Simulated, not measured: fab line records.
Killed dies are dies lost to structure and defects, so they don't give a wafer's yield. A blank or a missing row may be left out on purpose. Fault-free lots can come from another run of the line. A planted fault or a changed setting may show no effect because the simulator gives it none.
Which of the tools did it? :: flow sky130 :: 12 lots, 36 wafers sampled, at 2 steps of a route of 708

## WHAT THE GAUGES READ, wafer by wafer
SKY_VIA3_RS_MEAS_22: uses a four-point probe to measure. Usual: for VIA3_W_RS the level is 0.294 ohm/sq and the standard deviation is 0.0033.
lot: L582
measured: day 41 04:12
on: film_metro-01
VIA3_W_RS (ohm/sq): 0.299 0.292 0.297
flag: 

lot: L583
measured: day 41 06:37
on: film_metro-03
VIA3_W_RS (ohm/sq): 0.292 0.293 0.289
flag: 

lot: L584
measured: day 41 21:06
on: film_metro-02
VIA3_W_RS (ohm/sq): 0.292 0.292 0.292
flag: 

lot: L586
measured: day 42 01:17
on: film_metro-03
VIA3_W_RS (ohm/sq): 0.291 0.287 0.291
flag: 

lot: L588
measured: day 42 18:49
on: film_metro-03
VIA3_W_RS (ohm/sq): 0.297 0.296 0.293
flag: 

lot: L589
measured: day 42 21:55
on: film_metro-02
VIA3_W_RS (ohm/sq): 0.298 0.295 0.295
flag: 

lot: L593
measured: day 43 22:29
on: film_metro-02
VIA3_W_RS (ohm/sq): 0.295 0.293 0.293
flag: 

lot: L594
measured: day 44 08:03
on: film_metro-01
VIA3_W_RS (ohm/sq): 0.292 0.296 0.292
flag: 

lot: L595
measured: day 44 13:13
on: film_metro-03
VIA3_W_RS (ohm/sq): 0.290 0.289 0.290
flag: 

lot: L596
measured: day 44 19:43
on: film_metro-02
VIA3_W_RS (ohm/sq): 0.289 0.293 0.290
flag: 

lot: L604
measured: day 46 05:35
on: film_metro-03
VIA3_W_RS (ohm/sq): 0.295 0.295 0.294
flag: 

lot: L603
measured: day 46 10:25
on: film_metro-03
VIA3_W_RS (ohm/sq): 0.298 0.299 0.300
flag: 

## EACH LOT AND THE TOOL THAT RAN IT (in order: tool; ch and the chambers of the sampled wafers; start)
lot: L582
SKY_LDD_HVN_STRIP_09: plasma_asher-02 ch 0,1, day 21 17:37

lot: L583
SKY_LDD_HVN_STRIP_09: plasma_asher-02 ch 0,1, day 21 21:47

lot: L584
SKY_LDD_HVN_STRIP_09: plasma_asher-01 ch 0,1, day 22 12:55

lot: L586
SKY_LDD_HVN_STRIP_09: plasma_asher-04 ch 0, day 22 22:35

lot: L588
SKY_LDD_HVN_STRIP_09: plasma_asher-02 ch 0,1, day 23 17:02

lot: L589
SKY_LDD_HVN_STRIP_09: plasma_asher-02 ch 0,1, day 23 21:13

lot: L593
SKY_LDD_HVN_STRIP_09: plasma_asher-01 ch 0, day 25 13:49

lot: L594
SKY_LDD_HVN_STRIP_09: plasma_asher-01 ch 0,1, day 26 03:15

lot: L595
SKY_LDD_HVN_STRIP_09: plasma_asher-01 ch 0,1, day 26 07:08

lot: L596
SKY_LDD_HVN_STRIP_09: plasma_asher-01 ch 0,1, day 26 16:07

lot: L604
SKY_LDD_HVN_STRIP_09: plasma_asher-02 ch 0,1, day 28 15:31

lot: L603
SKY_LDD_HVN_STRIP_09: plasma_asher-02 ch 0,1, day 28 20:43
- SKY_LDD_HVN_STRIP_09: strips in O2/N2.

## AS READ BY THE TOOLS THEMSELVES (means over the sampled wafers that have a number; for cases with no such wafer, the mark the record gives instead)
SKY_LDD_HVN_STRIP_09. Usual: drypump_motor_current_A 5.8 A, standard deviation 0.48; oes_product_au 0.408 a.u., standard deviation 0.0046; strip_time_to_endpoint_s 4.130 s, standard deviation 0.016.
lot: L582
tool: plasma_asher-02
drypump_motor_current_A (A): 5.6
oes_product_au (a.u.): 0.406
strip_time_to_endpoint_s (s): 4.125
flag: 

lot: L583
tool: plasma_asher-02
drypump_motor_current_A (A): 5.6
oes_product_au (a.u.): 0.408
strip_time_to_endpoint_s (s): 4.121
flag: 

lot: L584
tool: plasma_asher-01
drypump_motor_current_A (A): 5.4
oes_product_au (a.u.): 0.410
strip_time_to_endpoint_s (s): 4.137
flag: 

lot: L586
tool: plasma_asher-04
drypump_motor_current_A (A): 6.5
oes_product_au (a.u.): 0.410
strip_time_to_endpoint_s (s): 4.138
flag: 

lot: L588
tool: plasma_asher-02
drypump_motor_current_A (A): 5.8
oes_product_au (a.u.): 0.411
strip_time_to_endpoint_s (s): 4.125
flag: 

lot: L589
tool: plasma_asher-02
drypump_motor_current_A (A): 5.8
oes_product_au (a.u.): 0.408
strip_time_to_endpoint_s (s): 4.121
flag: 

lot: L593
tool: plasma_asher-01
drypump_motor_current_A (A): 5.1
oes_product_au (a.u.): 0.406
strip_time_to_endpoint_s (s): 4.131
flag: 

lot: L594
tool: plasma_asher-01
drypump_motor_current_A (A): 5.4
oes_product_au (a.u.): 0.410
strip_time_to_endpoint_s (s): 4.145
flag: 

lot: L595
tool: plasma_asher-01
drypump_motor_current_A (A): 5.4
oes_product_au (a.u.): 0.411
strip_time_to_endpoint_s (s): 4.146
flag: 

lot: L596
tool: plasma_asher-01
drypump_motor_current_A (A): 5.4
oes_product_au (a.u.): 0.412
strip_time_to_endpoint_s (s): 4.119
flag: 

lot: L604
tool: plasma_asher-02
drypump_motor_current_A (A): 5.7
oes_product_au (a.u.): 0.409
strip_time_to_endpoint_s (s): 4.116
flag: 

lot: L603
tool: plasma_asher-02
drypump_motor_current_A (A): 5.6
oes_product_au (a.u.): 0.407
strip_time_to_endpoint_s (s): 4.130
flag: 

## THE ANSWER, worked out from the rows above alone
Rule: lot off if the mean of its wafers having a number is beyond 3 standard deviations from the usual mean. A lot without any number at a reading at which 4 lots or more have one is off too. All remaining lots with rows at the step are treated as sound. The gauges are gone through in route order, then the tools' own readings, and for those a lot's mean is taken as printed above. At the first step where some lot is off, the reading lying furthest off is the one used; lots without a number count as furthest.
None of the lots is off at any reading shown; this tells nothing.

## WHAT THE SIMULATOR HAD INSERTED
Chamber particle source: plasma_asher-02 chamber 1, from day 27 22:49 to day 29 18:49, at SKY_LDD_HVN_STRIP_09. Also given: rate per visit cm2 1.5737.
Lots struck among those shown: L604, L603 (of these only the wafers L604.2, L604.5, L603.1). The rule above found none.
